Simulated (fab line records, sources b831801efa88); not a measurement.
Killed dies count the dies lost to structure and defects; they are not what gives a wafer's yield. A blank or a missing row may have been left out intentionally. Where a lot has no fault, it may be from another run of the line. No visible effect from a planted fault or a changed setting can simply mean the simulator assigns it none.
Which tool did it? ; flow sky130 ; 21 wafers sampled from 7 lots at 1 step of a route of 708

## WHAT THE GAUGES SHOWED, per wafer
SKY_LOCAL_INTERCONNECT_CD_MEAS_11 targets a cd of 170 nm.
lot;measured;on;cdNm (nm)
L312;day 30 18:56;cdSem-01;169.7 169.1 169.8
L315;day 31 20:52;cdSem-02;170.3 169.6 168.8
L319;day 32 23:37;cdSem-02;171.0 170.6 173.1
L323;day 34 09:28;cdSem-02;170.3 171.6 170.9
L325;day 35 00:09;cdSem-02;170.8 170.7 170.3
L330;day 36 13:03;cdSem-01;171.6 172.2 172.1
L333;day 37 06:56;cdSem-01;170.3 170.5 171.7

## TOOL THAT RAN EACH LOT (tool first, then ch and the chambers of the sampled wafers, then the start)
Before these readings, the record contains no process step.

## THE ANSWER, worked out from the rows above alone
Rule: usual is defined by the lots themselves. Put in order of their means at a reading, lots are off if they are a third of the lots or fewer, leave a main group of 4 or more, and stand apart from it by a gap of 3 or more times the standard deviation of the main group's means; of several such gaps the widest counts. A main group whose means are all the same, to the digits that the tables above print for the reading, isn't used. Also off: a lot with no number at a reading for which 4 or more lots have one. Any other lot the step has rows for is counted as sound.
None of the lots is off at any reading shown; this tells nothing.

## WHAT THE SIMULATOR PUT IN
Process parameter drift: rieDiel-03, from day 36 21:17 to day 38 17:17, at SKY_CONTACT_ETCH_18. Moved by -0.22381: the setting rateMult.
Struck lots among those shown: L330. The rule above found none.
